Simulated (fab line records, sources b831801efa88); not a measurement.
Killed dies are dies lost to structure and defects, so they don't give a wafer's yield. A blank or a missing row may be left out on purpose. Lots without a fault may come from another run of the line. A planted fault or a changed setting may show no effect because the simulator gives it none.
Which tool did it? | flow gf180mcu | 13 lots, 38 wafers sampled, at 4 steps of a route of 602

WHAT THE GAUGES READ, wafer by wafer
GF_V1_THK_MEAS_03.
lot  | measured     | on            | V1_CVD_02_THK (nm)
L559 | day 17 02:53 | film_metro-03 | 827 855 861
L560 | day 17 14:16 | film_metro-01 | 859 853 878
L562 | day 18 11:59 | film_metro-03 | 843 824 852
L563 | day 19 02:22 | film_metro-02 | 851 864 846
L567 | day 20 01:42 | film_metro-01 | 849 868 871
L568 | day 20 11:25 | film_metro-03 | 854 858 867
L569 | day 21 01:14 | film_metro-02 | 832 841 842
L570 | day 21 10:05 | film_metro-02 | 858 851 855
L571 | day 21 12:41 | film_metro-03 | 839 854 863
L572 | day 22 03:01 | film_metro-01 | 830 844 856
L573 | day 22 10:09 | film_metro-03 | 626 624
L574 | day 22 15:28 | film_metro-03 | 610 615 622
L575 | day 23 00:22 | film_metro-03 | 842 855 857

WHICH TOOL RAN EACH LOT (tool, then ch and the chambers of the sampled wafers, then the start)
lot  | GF_M1_SPUTTER_00             | GF_M1_SPUTTER_01             | GF_V1_CVD_02
L559 | pvd_sputter-02, day 16 03:39 | pvd_sputter-02, day 16 03:45 | pecvd-02 ch 0,1,2, day 17 02:49
L560 | pvd_sputter-03, day 16 14:15 | pvd_sputter-03, day 16 14:21 | pecvd-01 ch 1,2, day 17 14:11
L562 | pvd_sputter-04, day 17 11:44 | pvd_sputter-04, day 17 11:50 | pecvd-02 ch 1,2, day 18 11:55
L563 | pvd_sputter-02, day 18 01:32 | pvd_sputter-02, day 18 01:38 | pecvd-04 ch 0,1, day 19 02:17
L567 | pvd_sputter-02, day 18 23:56 | pvd_sputter-02, day 19 00:02 | pecvd-01 ch 0,1, day 20 01:38
L568 | pvd_sputter-02, day 19 09:38 | pvd_sputter-02, day 19 09:44 | pecvd-01 ch 0,2, day 20 11:20
L569 | pvd_sputter-03, day 19 23:26 | pvd_sputter-03, day 19 23:32 | pecvd-02 ch 0,2, day 21 01:08
L570 | pvd_sputter-02, day 20 08:10 | pvd_sputter-02, day 20 08:14 | pecvd-02 ch 0,1,2, day 21 10:01
L571 | pvd_sputter-03, day 20 12:04 | pvd_sputter-03, day 20 12:10 | pecvd-02 ch 0,1,2, day 21 12:36
L572 | pvd_sputter-03, day 21 02:02 | pvd_sputter-03, day 21 02:08 | pecvd-02 ch 1,2, day 22 02:56
L573 | pvd_sputter-02, day 21 09:17 | pvd_sputter-02, day 21 09:23 | pecvd-02 ch 0,1, day 22 10:05
L574 | pvd_sputter-02, day 21 15:04 | pvd_sputter-02, day 21 15:10 | pecvd-02 ch 0,1, day 22 15:24
L575 | pvd_sputter-04, day 21 23:29 | pvd_sputter-04, day 21 23:35 | pecvd-04 ch 0,2, day 23 00:17
- GF_M1_SPUTTER_00: material Ti, target thk 37.5 nm, time 150 s.
- GF_M1_SPUTTER_01: material TiN, target thk 30 nm, time 25 s.
- GF_V1_CVD_02: deposits SiO2 from TEOS, target thk 850 nm, time 94.851 s.

WHAT THE TOOLS THEMSELVES READ (means of the sampled wafers that have a number; where no wafer has one, the mark that the record gives instead)
GF_M1_SPUTTER_00.
lot  | tool           | throttle_valve_pct (%)
L559 | pvd_sputter-02 | 30.1
L560 | pvd_sputter-03 | 30.6
L562 | pvd_sputter-04 | 31.1
L563 | pvd_sputter-02 | 30.5
L567 | pvd_sputter-02 | 29.1
L568 | pvd_sputter-02 | 29.3
L569 | pvd_sputter-03 | 30.6
L570 | pvd_sputter-02 | 30.4
L571 | pvd_sputter-03 | 30.1
L572 | pvd_sputter-03 | 30.4
L573 | pvd_sputter-02 | 30.6
L574 | pvd_sputter-02 | 30.3
L575 | pvd_sputter-04 | 31.0

GF_M1_SPUTTER_01.
lot  | tool           | throttle_valve_pct (%)
L559 | pvd_sputter-02 | 30.0
L560 | pvd_sputter-03 | 30.6
L562 | pvd_sputter-04 | 30.9
L563 | pvd_sputter-02 | 30.5
L567 | pvd_sputter-02 | 29.0
L568 | pvd_sputter-02 | 29.4
L569 | pvd_sputter-03 | 30.7
L570 | pvd_sputter-02 | 30.4
L571 | pvd_sputter-03 | 29.9
L572 | pvd_sputter-03 | 30.5
L573 | pvd_sputter-02 | 30.6
L574 | pvd_sputter-02 | 30.5
L575 | pvd_sputter-04 | 30.9

GF_V1_CVD_02.
lot  | tool     | heater_power_w (W)
L559 | pecvd-02 | 688
L560 | pecvd-01 | 616
L562 | pecvd-02 | 720
L563 | pecvd-04 | 644
L567 | pecvd-01 | 706
L568 | pecvd-01 | 705
L569 | pecvd-02 | 727
L570 | pecvd-02 | 750
L571 | pecvd-02 | 755
L572 | pecvd-02 | 649
L573 | pecvd-02 | 719
L574 | pecvd-02 | 733
L575 | pecvd-04 | 597

THE ANSWER, worked out from the rows above alone
Rule: what is usual is taken from the lots themselves. Put in order of their means at a reading, lots are off if they are a third of the lots or fewer, leave a main group of 4 or more, and stand apart from it by a gap of 3 or more times the standard deviation of the main group's means; of several such gaps the widest counts. A main group whose means are all the same, to the digits that the tables above print for the reading, isn't used. A lot without any number at a reading at which 4 lots or more have one is off too. The other lots that the step has rows for count as sound. The gauges are gone through in route order, then the tools' own readings, and for those a lot's mean is taken as printed above. The first step at which some lot is off is used, and at that step the reading that is off furthest; a lot without a number counts as furthest.
Off: L573, L574, at GF_V1_THK_MEAS_03 (V1_CVD_02_THK). The main group: mean 851 nm, standard deviation 8.2.
A tool fits if, at a process step before that reading, it ran every lot that is off, and no sound lot after the first of them. The gauges at GF_V1_THK_MEAS_03 are tried like those tools. Can't be told from this: 2 tools fit, pvd_sputter-02 at GF_M1_SPUTTER_00 and GF_M1_SPUTTER_01, pecvd-02 at GF_V1_CVD_02.

WHAT THE SIMULATOR HAD PUT IN
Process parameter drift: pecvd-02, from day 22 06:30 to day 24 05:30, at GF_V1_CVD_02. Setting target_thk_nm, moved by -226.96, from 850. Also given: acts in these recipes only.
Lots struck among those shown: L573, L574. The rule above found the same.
